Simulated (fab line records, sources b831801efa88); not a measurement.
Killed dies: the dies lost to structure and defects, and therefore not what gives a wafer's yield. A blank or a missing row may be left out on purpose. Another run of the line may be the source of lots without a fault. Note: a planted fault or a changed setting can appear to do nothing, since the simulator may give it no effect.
fab line records	flow gf180mcu
record lots=13	wafers=39	last_day=34
route steps=602 shown LVPWELL@63 NSD@247 CONTACT@311
lots that met no fault: taken from a fault-free run of the same line
start_h: hours from the record's first day to the start of the lot's first wafer shown	wait_h: hours elapsed since this lot's preceding step	" the same as in the row above	L1.1+2: several wafers, shown together as one row	- no value, or no start given	* or withheld: withheld	< > ~ a bound
route shown NAME@n: NAME is a module with steps in the file, n the number in the route of the first one	usual: mean/standard deviation taken from wafers without a fault	same: alike in all rows	chamber/n: place in a boat	sites: per-site readings	_std_site: standard deviation of those values	_edge_site: the outer-site mean with the inner-site mean subtracted	radius_mm: how far each site lies from the wafer's centre	mask NAME#n: copy n	behind: the tool/chamber that last shaped the wafer	hold: reason for holding the lot/hours on hold/outcome of the hold	device: transistor that didn't switch, given as n, p or np	end of line: tests run on the same wafers once the route is complete	a step without rows: its recipe alone	killed: the dies lost at the first sort to structure and to defects; this is not the yield of the wafer	map: per-die view of a wafer (x killed, . not killed, _ where there is no die)
set.NAME: the setting as run; set.NAME@STEP: as run at that earlier step	model.NAME: the simulator's own value behind a step, which no gauge read
the route's steps for a sample of lots (tables are steps, rows are wafers)
services: from which hour (start_h, from the record's first day; less than 0 if before it) a tool's chamber was out of use, for how many hours, and why
## steps
# step GF_LVPWELL_IMPLANT_09
# recipe species=B	energy_kev=60	dose_cm2=5e+12	tilt_deg=0
# usual tilt_deg=0.000/0.022
lot.wafer	tool	chamber	start_h	wait_h	tilt_deg
L648.1	implanter-04	0	72.59	0.1	0.001
L648.2	"	0	"	"	0.000
L648.6	"	0	"	"	-0.003
L649.2	implanter-02	0	75.56	0.1	0.021
L649.5	"	0	"	"	-0.006
L649.6	"	0	"	"	0.009
L650.3	implanter-04	0	79.69	0.1	0.018
L650.4	"	0	"	"	0.003
L650.6	"	0	"	"	-0.003
L651.2	implanter-03	0	86.18	0.1	-0.027
L651.5	"	0	"	"	-0.073
L651.6	"	0	"	"	-0.032
L652.1	implanter-04	0	92.31	0.1	-0.016
L652.2	"	0	"	"	-0.002
L652.5	"	0	"	"	0.020
L654.3	implanter-03	0	103.34	0.1	0.013
L654.4	"	0	"	"	0.018
L654.5	"	0	"	"	0.015
L656.1	implanter-04	0	115.49	0.1	4.422
L656.4	"	0	"	"	4.438
L656.6	"	0	"	"	4.408
L657.3	implanter-04	0	120.10	0.1	4.385
L657.4	"	0	"	"	4.398
L657.6	"	0	"	"	4.380
L663.2	implanter-03	0	154.03	0.1	-0.009
L663.4	"	0	"	"	-0.029
L663.5	"	0	"	"	-0.017
L665.1	implanter-03	0	164.70	0.1	0.001
L665.2	"	0	"	"	0.000
L665.3	"	0	"	"	0.021
L667.1	implanter-02	0	175.39	0.1	-0.027
L667.2	"	0	"	"	-0.013
L667.5	"	0	"	"	-0.011
L669.1	implanter-02	0	188.59	0.1	-0.019
L669.5	"	0	"	"	0.000
L669.6	"	0	"	"	-0.033
L670.2	implanter-02	0	192.47	0.1	0.016
L670.3	"	0	"	"	0.007
L670.5	"	0	"	"	0.007
# step GF_LVPWELL_TW_MEAS_11
# usual LVPWELL_TW=558/3.7
lot.wafer	tool	chamber	start_h	wait_h	LVPWELL_TW
L648.1	film_metro-03	-	72.84	0.1	550
L648.2	"	-	"	"	554
L648.6	"	-	"	"	552
L649.2	film_metro-04	-	75.80	0.1	559
L649.5	"	-	"	"	559
L649.6	"	-	"	"	562
L650.3	film_metro-03	-	79.91	0.1	555
L650.4	"	-	"	"	549
L650.6	"	-	"	"	555
L651.2	film_metro-02	-	86.42	0.1	559
L651.5	"	-	"	"	561
L651.6	"	-	"	"	560
L652.1	film_metro-04	-	92.56	0.1	563
L652.2	"	-	"	"	558
L652.5	"	-	"	"	560
L654.3	film_metro-03	-	103.56	0.1	555
L654.4	"	-	"	"	552
L654.5	"	-	"	"	556
L656.1	film_metro-04	-	115.74	0.1	575
L656.4	"	-	"	"	579
L656.6	"	-	"	"	574
L657.3	film_metro-04	-	120.32	0.1	576
L657.4	"	-	"	"	575
L657.6	"	-	"	"	575
L663.2	film_metro-04	-	154.26	0.1	561
L663.4	"	-	"	"	560
L663.5	"	-	"	"	562
L665.1	film_metro-02	-	164.95	0.1	560
L665.2	"	-	"	"	559
L665.3	"	-	"	"	561
L667.1	film_metro-04	-	175.64	0.1	562
L667.2	"	-	"	"	565
L667.5	"	-	"	"	563
L669.1	film_metro-04	-	188.84	0.1	564
L669.5	"	-	"	"	564
L669.6	"	-	"	"	565
L670.2	film_metro-02	-	192.70	0.1	560
L670.3	"	-	"	"	558
L670.5	"	-	"	"	559
# step GF_VT_IMPLANT_RS_MEAS_48
# recipe thk_meas_gauge=four-point-probe
# usual LVPWELL_RS=1195.3/2.8
lot.wafer	tool	chamber	start_h	wait_h	LVPWELL_RS[ohm/sq]
L648.1	film_metro-04	-	162.93	0.1	1198.6
L648.2	"	-	"	"	1196.2
L648.6	"	-	"	"	1196.0
L649.2	film_metro-02	-	166.58	0.1	1192.1
L649.5	"	-	"	"	1189.9
L649.6	"	-	"	"	1192.2
L650.3	film_metro-04	-	171.30	0.1	1192.7
L650.4	"	-	"	"	1194.0
L650.6	"	-	"	"	1193.9
L651.2	film_metro-02	-	178.81	0.1	1196.7
L651.5	"	-	"	"	1199.7
L651.6	"	-	"	"	1202.5
L652.1	film_metro-02	-	185.20	0.1	1192.2
L652.2	"	-	"	"	1193.7
L652.5	"	-	"	"	1191.8
L654.3	film_metro-04	-	198.50	0.1	1194.8
L654.4	"	-	"	"	1193.4
L654.5	"	-	"	"	1194.8
L656.1	film_metro-02	-	214.26	0.1	1164.5
L656.4	"	-	"	"	1165.3
L656.6	"	-	"	"	1165.4
L657.3	film_metro-03	-	217.10	0.1	1167.4
L657.4	"	-	"	"	1169.8
L657.6	"	-	"	"	1166.5
L663.2	film_metro-04	-	258.51	0.1	1194.7
L663.4	"	-	"	"	1194.8
L663.5	"	-	"	"	1192.8
L665.1	film_metro-04	-	271.29	0.1	1200.1
L665.2	"	-	"	"	1198.6
L665.3	"	-	"	"	1201.4
L667.1	film_metro-02	-	284.29	0.1	1193.7
L667.2	"	-	"	"	1200.5
L667.5	"	-	"	"	1198.5
L669.1	film_metro-02	-	299.85	0.1	1192.8
L669.5	"	-	"	"	1192.6
L669.6	"	-	"	"	1196.1
L670.2	film_metro-03	-	304.06	0.1	1195.4
L670.3	"	-	"	"	1201.0
L670.5	"	-	"	"	1197.2
# step GF_NSD_TW_MEAS_12
# usual NSD_TW=4221/24
lot.wafer	tool	chamber	start_h	wait_h	NSD_TW
L648.1	film_metro-01	-	299.96	0.1	4245
L648.2	"	-	"	"	4217
L648.6	"	-	"	"	4220
L649.2	film_metro-01	-	304.28	0.1	4200
L649.5	"	-	"	"	4213
L649.6	"	-	"	"	4217
L650.3	film_metro-02	-	313.74	0.1	4223
L650.4	"	-	"	"	4238
L650.6	"	-	"	"	4236
L651.2	film_metro-01	-	322.33	0.1	4186
L651.5	"	-	"	"	4230
L651.6	"	-	"	"	4217
L652.1	film_metro-01	-	329.41	0.1	4197
L652.2	"	-	"	"	4205
L652.5	"	-	"	"	4232
L654.3	film_metro-01	-	350.93	0.1	4194
L654.4	"	-	"	"	4194
L654.5	"	-	"	"	4179
L657.3	film_metro-01	-	365.93	0.1	4239
L657.4	"	-	"	"	4218
L657.6	"	-	"	"	4229
L656.1	film_metro-03	-	368.67	0.1	4238
L656.4	"	-	"	"	4230
L656.6	"	-	"	"	4216
L663.2	film_metro-01	-	425.86	0.1	4248
L663.4	"	-	"	"	4249
L663.5	"	-	"	"	4247
L665.1	film_metro-01	-	437.36	0.1	4240
L665.2	"	-	"	"	4204
L665.3	"	-	"	"	4235
L667.1	film_metro-01	-	456.66	0.1	4202
L667.2	"	-	"	"	4196
L667.5	"	-	"	"	4184
L669.1	film_metro-02	-	471.86	0.1	4267
L669.5	"	-	"	"	4275
L669.6	"	-	"	"	4293
L670.2	film_metro-02	-	477.71	0.1	4241
L670.3	"	-	"	"	4255
L670.5	"	-	"	"	4247
# step GF_CONTACT_CVD_24
# recipe material=W	target_thk_nm=300	time_s=90.339	temp_c=400	pressure_torr=40
# usual heater_power_w=790/51
lot.wafer	tool	chamber	start_h	wait_h	heater_power_w
L648.1	cvd_w-01	0	366.38	0.0	798
L648.2	"	0	"	"	799
L648.6	"	0	"	"	810
L649.2	cvd_w-01	0	369.96	0.1	786
L649.5	"	0	"	"	816
L649.6	"	0	"	"	812
L650.3	cvd_w-01	0	380.57	0.1	807
L650.4	"	1	"	"	884
L650.6	"	0	"	"	800
L651.2	cvd_w-02	1	390.28	0.0	730
L651.5	"	1	"	"	711
L651.6	"	0	"	"	827
L652.1	cvd_w-02	1	397.98	0.0	712
L652.2	"	0	"	"	815
L652.5	"	1	"	"	698
L654.3	cvd_w-01	0	422.27	0.1	785
L654.4	"	1	"	"	828
L654.5	"	0	"	"	779
L657.3	cvd_w-01	1	438.42	0.1	826
L657.4	"	0	"	"	777
L657.6	"	0	"	"	785
L656.1	cvd_w-02	1	442.44	0.0	707
L656.4	"	1	"	"	706
L656.6	"	0	"	"	830
L663.2	cvd_w-02	1	501.38	0.0	702
L663.4	"	0	"	"	844
L663.5	"	0	"	"	825
L665.1	cvd_w-02	0	511.84	0.0	834
L665.2	"	1	"	"	704
L665.3	"	0	"	"	821
L667.1	cvd_w-01	0	530.48	0.0	780
L667.2	"	1	"	"	843
L667.5	"	0	"	"	806
L669.1	cvd_w-02	1	552.87	0.0	721
L669.5	"	1	"	"	707
L669.6	"	0	"	"	836
L670.2	cvd_w-01	0	554.64	0.0	784
L670.3	"	0	"	"	763
L670.5	"	0	"	"	783
# step GF_CONTACT_RS_MEAS_25
# recipe thk_meas_gauge=four-point-probe	reads=W_of_CONTACT_CVD_24+TiN_of_CONTACT_SPUTTER_23+Ti_of_CONTACT_SPUTTER_22
# usual CONTACT_W_RS=0.379/0.0077
lot.wafer	tool	chamber	start_h	wait_h	CONTACT_W_RS[ohm/sq]
L648.1	film_metro-02	-	366.58	0.2	0.367
L648.2	"	-	"	"	0.373
L648.6	"	-	"	"	0.366
L649.2	film_metro-04	-	370.15	0.2	0.360
L649.5	"	-	"	"	0.366
L649.6	"	-	"	"	0.363
L650.3	film_metro-02	-	380.68	0.1	0.368
L650.4	"	-	"	"	0.378
L650.6	"	-	"	"	0.369
L651.2	film_metro-03	-	390.40	0.1	0.386
L651.5	"	-	"	"	0.393
L651.6	"	-	"	"	0.386
L652.1	film_metro-02	-	398.08	0.1	0.387
L652.2	"	-	"	"	0.383
L652.5	"	-	"	"	0.386
L654.3	film_metro-03	-	422.37	0.1	0.368
L654.4	"	-	"	"	0.383
L654.5	"	-	"	"	0.367
L657.3	film_metro-02	-	438.53	0.1	0.386
L657.4	"	-	"	"	0.375
L657.6	"	-	"	"	0.375
L656.1	film_metro-03	-	442.54	0.1	0.380
L656.4	"	-	"	"	0.375
L656.6	"	-	"	"	0.385
L663.2	film_metro-03	-	501.50	0.1	0.382
L663.4	"	-	"	"	0.388
L663.5	"	-	"	"	0.387
L665.1	film_metro-02	-	511.94	0.1	0.388
L665.2	"	-	"	"	0.381
L665.3	"	-	"	"	0.386
L667.1	film_metro-03	-	530.58	0.1	0.371
L667.2	"	-	"	"	0.381
L667.5	"	-	"	"	0.368
L669.1	film_metro-02	-	552.97	0.1	0.382
L669.5	"	-	"	"	0.384
L669.6	"	-	"	"	0.388
L670.2	film_metro-02	-	554.76	0.1	0.369
L670.3	"	-	"	"	0.368
L670.5	"	-	"	"	0.366
## services
tool	chamber	start_h	hours	kind
implanter-03	-	100.27	0.5	repair
implanter-02	-	101.02	4.5	pm
implanter-03	-	122.41	7.1	pm
implanter-02	-	156.40	3.3	repair
implanter-02	-	194.91	2.0	repair
implanter-03	-	258.39	1.8	repair
implanter-03	-	259.57	1.9	repair
implanter-03	-	267.72	1.7	repair
implanter-02	-	297.09	5.7	pm
cvd_w-01	-	313.84	0.4	repair
implanter-04	-	319.04	4.6	repair
cvd_w-01	0	332.31	7.5	repair
cvd_w-02	0	350.48	1.4	repair
cvd_w-01	1	362.07	8.1	repair
cvd_w-01	0	382.80	4.6	repair
cvd_w-01	-	390.00	14.0	pm
implanter-04	-	397.09	1.0	repair
cvd_w-02	-	398.63	2.9	repair
cvd_w-02	1	398.65	4.1	repair
cvd_w-01	-	404.00	2.8	pm
implanter-04	-	431.61	1.7	repair
cvd_w-01	-	469.63	0.3	repair
implanter-04	-	500.63	4.2	pm
cvd_w-01	-	503.11	6.0	pm
## key
first_sign step=GF_LVPWELL_IMPLANT_09	reading=tilt_deg	direction=up	sigmas=99+	usual=0.000	struck=4.405
effect step=GF_LVPWELL_TW_MEAS_11	reading=LVPWELL_TW	direction=up	sigmas=4.7	usual=558	struck=576
effect step=GF_VT_IMPLANT_RS_MEAS_48	reading=LVPWELL_RS	direction=down	sigmas=10	usual=1195.3	struck=1166.5
met_at GF_LVPWELL_IMPLANT_09
struck_lots L656,L657
tester_left_out L656,L657
not_acting_at GF_NSD_TW_MEAS_12,GF_CONTACT_CVD_24,GF_CONTACT_RS_MEAS_25
onset_between 92.31 115.49
fault kind=process_parameter_drift	tool=implanter-04	chamber=-	onset_h=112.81	steps=GF_LVPWELL_IMPLANT_09	channel=tilt_deg	offset=4.3733	shape=step	end_h=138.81	acts_in=these_recipes_only	stated=0
# tester_left_out: of these lots the tester's yield and bins aren't shown, on N5 and GAA mostly nor the transistor test; their killed dies are dies lost to structure and defects alone, not to doping, threshold or leakage, so they don't give the yield
